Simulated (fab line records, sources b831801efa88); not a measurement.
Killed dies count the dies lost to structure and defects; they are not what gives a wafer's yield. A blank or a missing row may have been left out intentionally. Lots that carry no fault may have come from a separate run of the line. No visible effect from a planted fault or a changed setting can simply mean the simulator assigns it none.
Which of the tools did it? + flow gf180mcu + 36 wafers from 12 lots sampled at 5 of the route's 602 steps

== WHAT THE GAUGES SHOWED, per wafer ==
GF_V3_THK_MEAS_03.
| lot  | measured     | on            | V3_CVD_02_THK (nm) |
|------|--------------|---------------|--------------------|
| L876 | day 22 03:22 | film metro-02 | 814 826 838        |
| L878 | day 22 17:20 | film metro-01 | 819 837 839        |
| L879 | day 22 20:11 | film metro-01 | 838 852 839        |
| L881 | day 23 13:11 | film metro-03 | 846 841 847        |
| L880 | day 23 13:39 | film metro-02 | 855 859 854        |
| L882 | day 24 00:32 | film metro-03 | 841 850 851        |
| L884 | day 24 12:43 | film metro-03 | 847 866 855        |
| L885 | day 24 20:18 | film metro-02 | 851 843 863        |
| L889 | day 26 07:34 | film metro-03 | 835 852 854        |
| L892 | day 27 03:28 | film metro-02 | 842 829 842        |
| L894 | day 27 19:43 | film metro-02 | 822 847 839        |
| L897 | day 28 17:26 | film metro-02 | 831 845 851        |

GF_V3_THK_MEAS_25: measures by xrf.
| lot  | measured     | on            | V3_W_THK (nm) |
|------|--------------|---------------|---------------|
| L876 | day 23 03:29 | film metro-01 | 360 354 356   |
| L878 | day 23 17:52 | film metro-03 | 358 347 355   |
| L879 | day 23 20:20 | film metro-01 | 353 354 354   |
| L881 | day 24 12:25 | film metro-03 | 361 355 360   |
| L880 | day 24 13:10 | film metro-03 | 356 346 359   |
| L882 | day 25 00:05 | film metro-01 | 356 349 350   |
| L884 | day 25 11:13 | film metro-02 | 356 365 359   |
| L885 | day 25 22:09 | film metro-01 | 348 349 354   |
| L889 | day 27 05:16 | film metro-01 | 353 361 344   |
| L892 | day 28 00:36 | film metro-02 | 355 355 357   |
| L894 | day 28 16:58 | film metro-02 | 351 350 349   |
| L897 | day 29 13:22 | film metro-02 | 352 359 353   |

GF_M4_RS_MEAS_05: uses a four-point probe to measure.
| lot  | measured     | on            | M4_ALCU_RS (ohm/sq)  |
|------|--------------|---------------|----------------------|
| L876 | day 23 04:04 | film metro-02 | 0.0678 0.0697 0.0689 |
| L878 | day 23 18:28 | film metro-04 | 0.0693 0.0696 0.0693 |
| L879 | day 23 20:56 | film metro-03 | 0.0694 0.0695 0.0695 |
| L881 | day 24 13:01 | film metro-02 | 0.0688 0.0690 0.0692 |
| L880 | day 24 13:44 | film metro-02 | 0.0693 0.0696 0.0695 |
| L882 | day 25 01:04 | film metro-03 | 0.0708 0.0704 0.0701 |
| L884 | day 25 11:49 | film metro-03 | 0.0685 0.0687 0.0689 |
| L885 | day 25 22:44 | film metro-02 | 0.0690 0.0684 0.0697 |
| L889 | day 27 05:51 | film metro-03 | 0.0708 0.0721 0.0718 |
| L892 | day 28 01:11 | film metro-03 | 0.1895 0.1892 0.1927 |
| L894 | day 28 17:34 | film metro-03 | 0.1917 0.2032 0.2037 |
| L897 | day 29 13:58 | film metro-02 | 0.0681 0.0690 0.0684 |

GF_M4_THK_MEAS_06: measures by xrf.
| lot  | measured     | on            | M4_ALCU_THK (nm) |
|------|--------------|---------------|------------------|
| L876 | day 23 04:11 | film metro-02 | 457 443 449      |
| L878 | day 23 18:35 | film metro-04 | 444 443 446      |
| L879 | day 23 21:02 | film metro-03 | 445 443 446      |
| L881 | day 24 13:07 | film metro-02 | 448 447 444      |
| L880 | day 24 13:52 | film metro-02 | 444 441 444      |
| L882 | day 25 01:11 | film metro-03 | 437 441 442      |
| L884 | day 25 11:55 | film metro-03 | 451 449 451      |
| L885 | day 25 22:51 | film metro-02 | 448 448 441      |
| L889 | day 27 05:58 | film metro-03 | 438 429 431      |
| L892 | day 28 01:18 | film metro-03 | 167 168 165      |
| L894 | day 28 17:40 | film metro-03 | 167 157 157      |
| L897 | day 29 14:04 | film metro-02 | 450 449 452      |

== WHICH TOOL RAN EACH LOT (tool, then ch and the chambers of the sampled wafers, then the start) ==
| lot  | GF_M4_SPUTTER_02             |
|------|------------------------------|
| L876 | pvd sputter-03, day 23 03:58 |
| L878 | pvd sputter-03, day 23 18:22 |
| L879 | pvd sputter-04, day 23 20:49 |
| L881 | pvd sputter-03, day 24 12:53 |
| L880 | pvd sputter-02, day 24 13:39 |
| L882 | pvd sputter-04, day 25 00:58 |
| L884 | pvd sputter-04, day 25 11:41 |
| L885 | pvd sputter-04, day 25 22:38 |
| L889 | pvd sputter-02, day 27 05:44 |
| L892 | pvd sputter-03, day 28 01:05 |
| L894 | pvd sputter-03, day 28 17:26 |
| L897 | pvd sputter-04, day 29 13:51 |
- GF_M4_SPUTTER_02: material AlCu, target thk 450 nm, time 23.9 s.

== WHAT THE TOOLS THEMSELVES READ (means of the sampled wafers that have a number; where no wafer has one, the mark that the record gives instead) ==
GF_M4_SPUTTER_02.
| lot  | tool           | throttle valve pct (%) |
|------|----------------|------------------------|
| L876 | pvd sputter-03 | 29.8                   |
| L878 | pvd sputter-03 | 30.5                   |
| L879 | pvd sputter-04 | 29.4                   |
| L881 | pvd sputter-03 | 30.1                   |
| L880 | pvd sputter-02 | 30.7                   |
| L882 | pvd sputter-04 | 29.3                   |
| L884 | pvd sputter-04 | 29.9                   |
| L885 | pvd sputter-04 | 30.6                   |
| L889 | pvd sputter-02 | 30.4                   |
| L892 | pvd sputter-03 | 30.4                   |
| L894 | pvd sputter-03 | 30.4                   |
| L897 | pvd sputter-04 | 30.7                   |

== THE ANSWER, worked out from the rows above alone ==
Rule: the usual values come from the lots themselves. The widest of any qualifying gaps counts: lots, ordered by their means at a reading, are off when they make up no more than a third of the lots, leave a main group of 4 or more, and stand apart from it by 3 or more times the standard deviation of that group's means. If all means in a main group match to the digits the tables above print for the reading, that group is not used. Also off: a lot with no number at a reading for which 4 or more lots have one. The other lots that the step has rows for count as sound. Order of review: gauges by route order, followed by the tools' own readings, for which a lot's mean as printed above is used. At the first step where some lot is off, the reading lying furthest off is the one used; lots without a number count as furthest.
Off: at GF_M4_RS_MEAS_05 (M4_ALCU_RS), L892, L894. The main group has a mean of 0.0694 ohm/sq with a standard deviation of 0.00088.
A tool fits if, at a process step before that reading, it ran every lot that is off, and no sound lot after the first of them. Those tools and the gauges at GF_M4_RS_MEAS_05 are tried in the same way. Undecided on this evidence; 2 tools fit (pvd sputter-03 at GF_M4_SPUTTER_02, film metro-03 at GF_M4_RS_MEAS_05).

== WHAT THE SIMULATOR PUT IN ==
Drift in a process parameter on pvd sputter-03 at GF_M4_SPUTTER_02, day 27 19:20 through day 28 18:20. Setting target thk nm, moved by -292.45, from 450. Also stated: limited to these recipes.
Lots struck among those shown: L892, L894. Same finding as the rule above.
